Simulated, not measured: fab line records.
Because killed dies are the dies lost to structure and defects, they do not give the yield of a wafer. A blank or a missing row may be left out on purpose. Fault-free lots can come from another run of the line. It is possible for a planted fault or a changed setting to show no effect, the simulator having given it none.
Which tool was responsible? -- flow sky130 -- 18 wafers sampled from 6 lots at 1 step of a route of 708

== WHAT EACH GAUGE READ, for each wafer ==
SKY_SD_N_CD_MEAS_07: the cd target is 380 nm.
lot,measured,on,cd-nm (nm)
L912,day 28 05:12,cd-sem-01,375.8 376.1 376.0
L916,day 29 18:22,cd-sem-01,384.1 381.4 383.4
L924,day 32 11:21,cd-sem-02,384.0 382.4 381.4
L927,day 33 10:55,cd-sem-01,379.0 378.6 378.1
L929,day 33 22:53,cd-sem-01,379.5 380.2 380.8
L934,day 35 10:34,cd-sem-02,382.3 382.9 380.9

== WHICH TOOL RAN EACH LOT (tool, then ch and the chambers of the sampled wafers, then the start) ==
The record shows no process step preceding these readings.

== THE ANSWER, worked out from the rows above alone ==
Rule: what is usual is taken from the lots themselves. The widest of any qualifying gaps counts: lots, ordered by their means at a reading, are off when they make up no more than a third of the lots, leave a main group of 4 or more, and stand apart from it by 3 or more times the standard deviation of that group's means. If all means in a main group match to the digits the tables above print for the reading, that group is not used. A lot without any number at a reading at which 4 lots or more have one is off too. All remaining lots with rows at the step are treated as sound.
Across all readings shown, no lot is off: no conclusion can be drawn from this.

== WHAT HAD BEEN PUT IN BY THE SIMULATOR ==
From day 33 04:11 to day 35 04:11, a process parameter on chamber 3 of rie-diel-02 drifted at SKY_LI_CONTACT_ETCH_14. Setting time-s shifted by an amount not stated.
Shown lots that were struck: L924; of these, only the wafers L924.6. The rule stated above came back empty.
